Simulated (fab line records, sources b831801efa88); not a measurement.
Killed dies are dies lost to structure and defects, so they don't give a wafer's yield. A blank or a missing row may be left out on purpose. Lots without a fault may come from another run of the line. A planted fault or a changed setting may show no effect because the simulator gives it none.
fab line records | flow gf180mcu
record lots=24 wafers=72 last_day=34
route steps=602 shown VT_IMPLANT@133 POLY_GATE@158 HV_LDD@229 V2@407 M3@409 V3@431
lots that met no fault: from a run of the same line without faults
start_h: hours from the record's first day to the start of the lot's first wafer shown | wait_h: hours since the lot's step before | " the same as in the row above | L1.1+2: a row that stands for several wafers | - no value, or no start given | * or withheld: withheld | < > ~ a bound
route shown NAME@n: a module of which the file shows steps, and the number in the route of the first | usual: mean/standard deviation of fault-free wafers | same: alike in all rows | chamber/n: place in a boat | sites: the reading at each site | _std_site: their standard deviation | _edge_site: outer sites' mean less inner sites' | radius_mm: how far each site lies from the wafer's centre | mask NAME#n: copy n | behind: the tool/chamber that last shaped the wafer | hold: why the lot was held/for how many hours/how that ended | device: the transistor (n, p or np) that didn't switch | end of line: the same wafers' tests at the end of the route | a step without rows: its recipe alone | killed: dies lost to structure and defects at the first sort, not the wafer's yield | map: a wafer's dies, x killed, . not, _ none there
set.NAME: the setting as run; set.NAME@STEP: as run at that earlier step | model.NAME: the simulator's own value behind a step, which no gauge read
steps of the route over a sample of lots; a table a step, a row a wafer
services: from which hour (start_h, from the record's first day; less than 0 if before it) a tool's chamber was out of use, for how many hours, and why
## steps
# step GF_VT_IMPLANT_TW_MEAS_43
# usual VT_IMPLANT_4_TW=681/6.4
# columns lot.wafer tool chamber start_h wait_h VT_IMPLANT_4_TW
L074.4 film_metro-03 - 156.12 0.1 687
L074.5 " - " " 685
L074.6 " - " " 681
L075.1 film_metro-03 - 158.19 0.1 682
L075.2 " - " " 682
L075.6 " - " " 683
L076.1 film_metro-03 - 167.64 0.1 687
L076.3 " - " " 688
L076.4 " - " " 686
L077.2 film_metro-04 - 173.11 0.1 674
L077.3 " - " " 675
L077.5 " - " " 679
L078.1 film_metro-02 - 176.60 0.1 673
L078.2 " - " " 673
L078.4 " - " " 674
L079.1 film_metro-02 - 187.94 0.1 675
L079.3 " - " " 676
L079.4 " - " " 675
L080.3 film_metro-02 - 197.16 0.1 676
L080.5 " - " " 676
L080.6 " - " " 676
L081.2 film_metro-02 - 208.55 0.1 674
L081.5 " - " " 675
L081.6 " - " " 675
L082.2 film_metro-02 - 218.20 0.1 677
L082.4 " - " " 675
L082.5 " - " " 675
L083.1 film_metro-03 - 219.45 0.1 688
L083.2 " - " " 685
L083.6 " - " " 685
L084.1 film_metro-03 - 231.94 0.1 685
L084.3 " - " " 687
L084.6 " - " " 685
L085.1 film_metro-04 - 238.89 0.1 676
L085.3 " - " " 676
L085.6 " - " " 678
L086.3 film_metro-02 - 245.11 0.1 676
L086.5 " - " " 675
L086.6 " - " " 672
L088.1 film_metro-04 - 256.34 0.1 672
L088.3 " - " " 676
L088.6 " - " " 680
L087.1 film_metro-03 - 257.44 0.1 694
L087.4 " - " " 694
L087.6 " - " " 694
L090.1 film_metro-03 - 268.25 0.1 686
L090.4 " - " " 688
L090.5 " - " " 689
L089.1 film_metro-03 - 269.64 0.1 685
L089.3 " - " " 684
L089.4 " - " " 691
L091.2 film_metro-04 - 274.00 0.1 680
L091.3 " - " " 677
L091.6 " - " " 677
L092.1 film_metro-03 - 280.29 0.1 689
L092.2 " - " " 688
L092.3 " - " " 687
L093.1 film_metro-03 - 288.39 0.1 688
L093.3 " - " " 691
L093.6 " - " " 690
L094.1 film_metro-02 - 295.65 0.1 676
L094.4 " - " " 675
L094.5 " - " " 672
L095.1 film_metro-02 - 298.44 0.1 674
L095.3 " - " " 675
L095.4 " - " " 672
L096.2 film_metro-04 - 305.75 0.1 679
L096.4 " - " " 678
L096.5 " - " " 678
L097.1 film_metro-04 - 313.29 0.1 677
L097.2 " - " " 675
L097.6 " - " " 681
# step GF_POLY_GATE_THK_MEAS_01
# recipe reads=poly-Si_of_POLY_GATE_CVD_00
# usual POLY_GATE_CVD_00_THK=199.8/1.6
# columns lot.wafer tool chamber start_h wait_h POLY_GATE_CVD_00_THK[nm]
L075.1 film_metro-02 - 184.38 0.0 198.4
L075.2 " - " " 198.4
L075.6 " - " " 199.3
L074.4 film_metro-04 - 184.40 0.0 196.9
L074.5 " - " " 197.3
L074.6 " - " " 196.8
L076.1 film_metro-04 - 189.89 0.0 201.7
L076.3 " - " " 202.1
L076.4 " - " " 200.2
L077.2 film_metro-01 - 194.48 0.0 199.2
L077.3 " - " " 201.1
L077.5 " - " " 200.0
L078.1 film_metro-02 - 200.38 0.0 197.8
L078.2 " - " " 198.0
L078.4 " - " " 198.5
L079.1 film_metro-04 - 212.01 0.0 201.7
L079.3 " - " " 202.4
L079.4 " - " " 202.7
L080.3 film_metro-04 - 220.49 0.0 201.1
L080.5 " - " " 200.3
L080.6 " - " " 201.6
L081.2 film_metro-02 - 232.63 0.0 203.1
L081.5 " - " " 201.3
L081.6 " - " " 201.2
L082.2 film_metro-04 - 243.16 0.0 199.2
L082.4 " - " " 199.2
L082.5 " - " " 200.3
L083.1 film_metro-02 - 245.02 0.0 198.4
L083.2 " - " " 199.0
L083.6 " - " " 199.6
L084.1 film_metro-02 - 255.46 0.0 200.1
L084.3 " - " " 198.3
L084.6 " - " " 200.3
L085.1 film_metro-04 - 265.43 0.0 199.3
L085.3 " - " " 198.5
L085.6 " - " " 197.4
L086.3 film_metro-01 - 272.78 0.0 201.0
L086.5 " - " " 198.8
L086.6 " - " " 199.4
L087.1 film_metro-01 - 282.50 0.0 201.9
L087.4 " - " " 200.0
L087.6 " - " " 204.3
L088.1 film_metro-01 - 284.81 0.0 197.3
L088.3 " - " " 197.5
L088.6 " - " " 198.3
L090.1 film_metro-04 - 293.22 0.0 201.3
L090.4 " - " " 200.7
L090.5 " - " " 201.3
L089.1 film_metro-02 - 297.22 0.1 200.4
L089.3 " - " " 199.9
L089.4 " - " " 199.9
L091.2 film_metro-02 - 300.24 0.0 201.0
L091.3 " - " " 200.9
L091.6 " - " " 202.1
L092.1 film_metro-04 - 306.76 0.0 200.1
L092.2 " - " " 200.0
L092.3 " - " " 199.3
L093.1 film_metro-04 - 314.82 0.0 197.5
L093.3 " - " " 199.7
L093.6 " - " " 199.8
L094.1 film_metro-02 - 321.79 0.0 198.3
L094.4 " - " " 200.0
L094.5 " - " " 199.9
L095.1 film_metro-04 - 325.12 0.0 198.6
L095.3 " - " " 199.0
L095.4 " - " " 199.1
L096.2 film_metro-04 - 336.86 0.0 198.2
L096.4 " - " " 198.8
L096.5 " - " " 198.5
L097.1 film_metro-04 - 342.79 0.0 198.4
L097.2 " - " " 197.6
L097.6 " - " " 200.2
# step GF_HV_LDD_RS_MEAS_53
# recipe thk_meas_gauge=four-point-probe
# usual HV_LDD_RS=418.4/1
# columns lot.wafer tool chamber start_h wait_h HV_LDD_RS[ohm/sq]
L074.4 film_metro-02 - 277.55 0.1 418.5
L074.5 " - " " 418.8
L074.6 " - " " 417.8
L075.1 film_metro-03 - 278.73 0.1 417.6
L075.2 " - " " 417.4
L075.6 " - " " 417.1
L076.1 film_metro-03 - 284.84 0.1 418.0
L076.3 " - " " 419.6
L076.4 " - " " 419.5
L077.2 film_metro-03 - 292.16 0.1 418.0
L077.3 " - " " 419.0
L077.5 " - " " 418.7
L078.1 film_metro-01 - 296.26 0.2 420.1
L078.2 " - " " 419.6
L078.4 " - " " 420.0
L079.1 film_metro-03 - 310.64 0.1 417.7
L079.3 " - " " 417.1
L079.4 " - " " 418.9
L080.3 film_metro-02 - 320.28 0.1 418.4
L080.5 " - " " 418.2
L080.6 " - " " 418.1
L081.2 film_metro-02 - 332.91 0.1 418.3
L081.5 " - " " 416.6
L081.6 " - " " 418.0
L082.2 film_metro-01 - 344.81 0.1 417.6
L082.4 " - " " 418.2
L082.5 " - " " 418.9
L083.1 film_metro-01 - 347.08 0.1 419.6
L083.2 " - " " 420.3
L083.6 " - " " 419.9
L084.1 film_metro-02 - 358.78 0.1 418.2
L084.3 " - " " 418.7
L084.6 " - " " 417.8
L085.1 film_metro-01 - 371.28 0.1 419.9
L085.3 " - " " 419.8
L085.6 " - " " 420.9
L086.3 film_metro-02 - 378.93 0.1 416.6
L086.5 " - " " 417.2
L086.6 " - " " 418.5
L087.1 film_metro-02 - 391.03 0.1 418.5
L087.4 " - " " 417.7
L087.6 " - " " 419.6
L088.1 film_metro-03 - 394.13 0.1 419.2
L088.3 " - " " 417.6
L088.6 " - " " 417.2
L090.1 film_metro-03 - 404.14 0.1 418.4
L090.4 " - " " 418.7
L090.5 " - " " 418.3
L089.1 film_metro-01 - 408.34 0.1 420.2
L089.3 " - " " 419.1
L089.4 " - " " 418.9
L091.2 film_metro-03 - 411.29 0.1 418.2
L091.3 " - " " 417.4
L091.6 " - " " 418.3
L092.1 film_metro-02 - 424.14 0.1 417.5
L092.2 " - " " 418.0
L092.3 " - " " 417.0
L093.1 film_metro-03 - 433.19 0.1 418.5
L093.3 " - " " 417.2
L093.6 " - " " 417.8
L094.1 film_metro-02 - 437.53 0.1 418.4
L094.4 " - " " 419.0
L094.5 " - " " 418.4
L095.1 film_metro-02 - 440.48 0.1 416.9
L095.3 " - " " 416.7
L095.4 " - " " 417.7
L096.2 film_metro-01 - 454.36 0.1 417.4
L096.4 " - " " 419.1
L096.5 " - " " 417.4
L097.1 film_metro-01 - 467.68 0.1 420.3
L097.2 " - " " 417.3
L097.6 " - " " 419.1
# step GF_V2_THK_MEAS_25
# recipe thk_meas_gauge=xrf reads=W_of_V2_CVD_23
# usual V2_W_THK=360/8.9
# columns lot.wafer tool chamber start_h wait_h V2_W_THK[nm]
L074.4 film_metro-02 - 466.39 0.1 363
L074.5 " - " " 375
L074.6 " - " " 362
L075.1 film_metro-01 - 471.86 0.1 366
L075.2 " - " " 356
L075.6 " - " " 355
L076.1 film_metro-03 - 477.12 0.1 349
L076.3 " - " " 353
L076.4 " - " " 351
L077.2 film_metro-02 - 486.00 0.1 360
L077.3 " - " " 362
L077.5 " - " " 362
L078.1 film_metro-01 - 489.35 0.1 368
L078.2 " - " " 358
L078.4 " - " " 358
L079.1 film_metro-03 - 505.55 0.1 359
L079.3 " - " " 357
L079.4 " - " " 348
L080.3 film_metro-03 - 517.46 0.1 357
L080.5 " - " " 355
L080.6 " - " " 350
L081.2 film_metro-02 - 531.41 0.1 373
L081.5 " - " " 379
L081.6 " - " " 368
L082.2 film_metro-02 - 543.14 0.1 362
L082.4 " - " " 374
L082.5 " - " " 371
L083.1 film_metro-01 - 548.40 0.1 363
L083.2 " - " " 359
L083.6 " - " " 366
L084.1 film_metro-01 - 557.43 0.1 354
L084.3 " - " " 355
L084.6 " - " " 354
L085.1 film_metro-03 - 570.09 0.1 360
L085.3 " - " " 351
L085.6 " - " " 356
L086.3 film_metro-03 - 577.46 0.1 346
L086.5 " - " " 353
L086.6 " - " " 346
L087.1 film_metro-03 - 590.81 0.1 353
L087.4 " - " " 354
L087.6 " - " " 345
L088.1 film_metro-01 - 595.85 0.1 357
L088.3 " - " " 359
L088.6 " - " " 360
L090.1 film_metro-03 - 600.65 0.1 344
L090.4 " - " " 358
L090.5 " - " " 343
L091.2 film_metro-02 - 609.44 0.1 372
L091.3 " - " " 370
L091.6 " - " " 366
L089.1 film_metro-01 - 611.01 0.1 362
L089.3 " - " " 361
L089.4 " - " " 355
L092.1 film_metro-02 - 616.80 0.1 373
L092.2 " - " " 366
L092.3 " - " " 378
L093.1 film_metro-03 - 625.71 0.1 348
L093.3 " - " " 347
L093.6 " - " " 346
L094.1 film_metro-02 - 630.39 0.1 369
L094.4 " - " " 376
L094.5 " - " " 370
L095.1 film_metro-02 - 631.73 0.1 368
L095.3 " - " " 371
L095.4 " - " " 364
L096.2 film_metro-03 - 642.00 0.1 356
L096.4 " - " " 360
L096.5 " - " " 360
L097.1 film_metro-02 - 654.26 0.1 372
L097.2 " - " " 362
L097.6 " - " " 369
# step GF_M3_SPUTTER_00
# recipe material=Ti target_thk_nm=37.5 arriving_ion_energy_ev=80 substrate_temp_c=200 chamber_pressure_pa=2 power_w=4000 time_s=150
# usual throttle_valve_pct=30.6/0.88
# columns lot.wafer tool chamber start_h wait_h throttle_valve_pct
L074.4 pvd_sputter-04 - 466.72 0.1 30.5
L074.5 " - " " 32.1
L074.6 " - " " 30.4
L075.1 pvd_sputter-02 - 472.22 0.2 30.5
L075.2 " - " " 30.5
L075.6 " - " " 30.8
L076.1 pvd_sputter-02 - 477.48 0.1 30.5
L076.3 " - " " 30.9
L076.4 " - " " 30.5
L077.2 pvd_sputter-02 - 486.35 0.2 30.9
L077.3 " - " " 30.5
L077.5 " - " " 30.6
L078.1 pvd_sputter-02 - 489.71 0.1 30.8
L078.2 " - " " 30.8
L078.4 " - " " 30.4
L079.1 pvd_sputter-04 - 505.91 0.1 28.9
L079.3 " - " " 30.3
L079.4 " - " " 30.5
L080.3 pvd_sputter-02 - 517.80 0.1 30.7
L080.5 " - " " 30.7
L080.6 " - " " 30.7
L081.2 pvd_sputter-02 - 531.76 0.2 31.0
L081.5 " - " " 30.5
L081.6 " - " " 30.9
L082.2 pvd_sputter-02 - 543.49 0.1 30.5
L082.4 " - " " 30.7
L082.5 " - " " 30.8
L083.1 pvd_sputter-02 - 548.76 0.2 30.6
L083.2 " - " " 31.0
L083.6 " - " " 30.9
L084.1 pvd_sputter-04 - 557.79 0.2 30.4
L084.3 " - " " 29.0
L084.6 " - " " 30.5
L085.1 pvd_sputter-04 - 570.45 0.2 30.0
L085.3 " - " " 29.0
L085.6 " - " " 32.5
L086.3 pvd_sputter-02 - 577.80 0.1 30.5
L086.5 " - " " 30.6
L086.6 " - " " 30.6
L087.1 pvd_sputter-04 - 591.17 0.1 28.7
L087.4 " - " " 32.4
L087.6 " - " " 30.2
L088.1 pvd_sputter-02 - 596.21 0.2 30.7
L088.3 " - " " 30.4
L088.6 " - " " 30.8
L090.1 pvd_sputter-04 - 601.01 0.1 32.3
L090.4 " - " " 30.7
L090.5 " - " " 32.2
L091.2 pvd_sputter-04 - 609.79 0.2 32.4
L091.3 " - " " 30.4
L091.6 " - " " 29.1
L089.1 pvd_sputter-01 - 611.37 0.2 29.5
L089.3 " - " " 30.3
L089.4 " - " " 28.4
L092.1 pvd_sputter-04 - 617.16 0.2 30.4
L092.2 " - " " 28.9
L092.3 " - " " 32.2
L093.1 pvd_sputter-02 - 626.07 0.2 30.9
L093.3 " - " " 30.8
L093.6 " - " " 30.5
L094.1 pvd_sputter-04 - 630.75 0.1 30.4
L094.4 " - " " 32.4
L094.5 " - " " 30.4
L095.1 pvd_sputter-02 - 632.09 0.2 31.2
L095.3 " - " " 30.7
L095.4 " - " " 30.8
L096.2 pvd_sputter-02 - 642.35 0.2 30.5
L096.4 " - " " 30.9
L096.5 " - " " 30.7
L097.1 pvd_sputter-01 - 654.62 0.1 30.0
L097.2 " - " " 29.4
L097.6 " - " " 28.5
# step GF_V3_CVD_02
# recipe material=SiO2 target_thk_nm=850 precursor=TEOS temp_c=400 time_s=94.851 rf_w=600
# usual heater_power_w=623/64
# columns lot.wafer tool chamber start_h wait_h heater_power_w
L074.4 pecvd-02 1 491.93 0.1 554
L074.5 " 2 " " 643
L074.6 " 0 " " 651
L075.1 pecvd-02 1 496.75 0.1 696
L075.2 " 0 " " 640
L075.6 " 2 " " 591
L076.1 pecvd-01 0 501.99 0.1 696
L076.3 " 2 " " 650
L076.4 " 2 " " 684
L077.2 pecvd-01 2 511.18 0.0 613
L077.3 " 0 " " 736
L077.5 " 0 " " 587
L078.1 pecvd-02 0 514.27 0.1 689
L078.2 " 2 " " 599
L078.4 " 1 " " 682
L079.1 pecvd-04 1 530.14 0.1 587
L079.3 " 2 " " 490
L079.4 " 0 " " 497
L080.3 pecvd-01 2 542.04 0.0 708
L080.5 " 0 " " 580
L080.6 " 2 " " 571
L081.2 pecvd-02 1 555.15 0.0 673
L081.5 " 0 " " 655
L081.6 " 2 " " 632
L082.2 pecvd-02 0 566.25 0.0 604
L082.4 " 2 " " 539
L082.5 " 1 " " 653
L083.1 pecvd-04 1 571.63 0.1 736
L083.2 " 2 " " 494
L083.6 " 1 " " 584
L084.1 pecvd-04 0 580.43 0.1 557
L084.3 " 2 " " 575
L084.6 " 0 " " 591
L085.1 pecvd-01 0 592.91 0.1 622
L085.3 " 2 " " 581
L085.6 " 2 " " 654
L086.3 pecvd-01 2 599.53 0.0 679
L086.5 " 0 " " 678
L086.6 " 1 " " 658
L087.1 pecvd-01 1 613.39 0.1 647
L087.4 " 0 " " 589
L087.6 " 1 " " 688
L088.1 pecvd-02 0 618.13 0.1 596
L088.3 " 1 " " 591
L088.6 " 2 " " 561
L090.1 pecvd-04 2 622.78 0.1 542
L090.4 " 2 " " 575
L090.5 " 0 " " 576
L091.2 pecvd-01 0 631.38 0.0 596
L091.3 " 2 " " 629
L091.6 " 2 " " 691
L089.1 pecvd-02 1 633.40 0.1 691
L089.3 " 2 " " 673
L089.4 " 0 " " 612
L092.1 pecvd-04 0 638.89 0.1 544
L092.2 " 1 " " 684
L092.3 " 2 " " 585
L093.1 pecvd-01 0 647.06 0.1 621
L093.3 " 2 " " 604
L093.6 " 0 " " 683
L094.1 pecvd-04 0 651.32 0.1 569
L094.4 " 0 " " 615
L094.5 " 2 " " 595
L095.1 pecvd-02 1 652.82 0.1 656
L095.3 " 0 " " 633
L095.4 " 2 " " 627
L096.2 pecvd-02 2 662.84 0.0 606
L096.4 " 1 " " 688
L096.5 " 2 " " 680
L097.1 pecvd-04 1 674.85 0.1 647
L097.2 " 0 " " 625
L097.6 " 0 " " 486
## services
# columns tool chamber start_h hours kind
pecvd-04 - 483.48 1.1 repair
pvd_sputter-04 - 483.64 14.4 repair
pecvd-02 - 506.45 1.1 repair
pecvd-04 2 509.10 9.5 repair
pecvd-04 - 532.94 6.0 pm
pvd_sputter-02 - 539.27 1.1 repair
pvd_sputter-01 - 563.22 1.0 repair
pvd_sputter-02 2 573.18 - consumable_replace:kit
pvd_sputter-02 2 573.18 18.0 scheduled_down
pvd_sputter-02 2 573.18 18.0 vent_cycle
pecvd-02 - 575.04 2.5 repair
pecvd-02 - 591.12 14.0 pm
pecvd-02 0 591.12 14.0 vent_cycle
pecvd-02 1 591.12 14.0 vent_cycle
pecvd-02 - 605.12 5.5 pm
pecvd-04 1 642.27 15.3 repair
pvd_sputter-02 - 646.42 1.2 repair
pecvd-01 2 658.38 3.5 repair
pvd_sputter-02 1 666.95 - consumable_replace:kit
pvd_sputter-02 1 666.95 18.0 scheduled_down
pvd_sputter-02 1 666.95 18.0 vent_cycle
pecvd-01 - 670.91 0.9 repair
pvd_sputter-04 - 673.27 2.7 repair
pvd_sputter-01 - 673.84 2.4 repair
## key
fault none
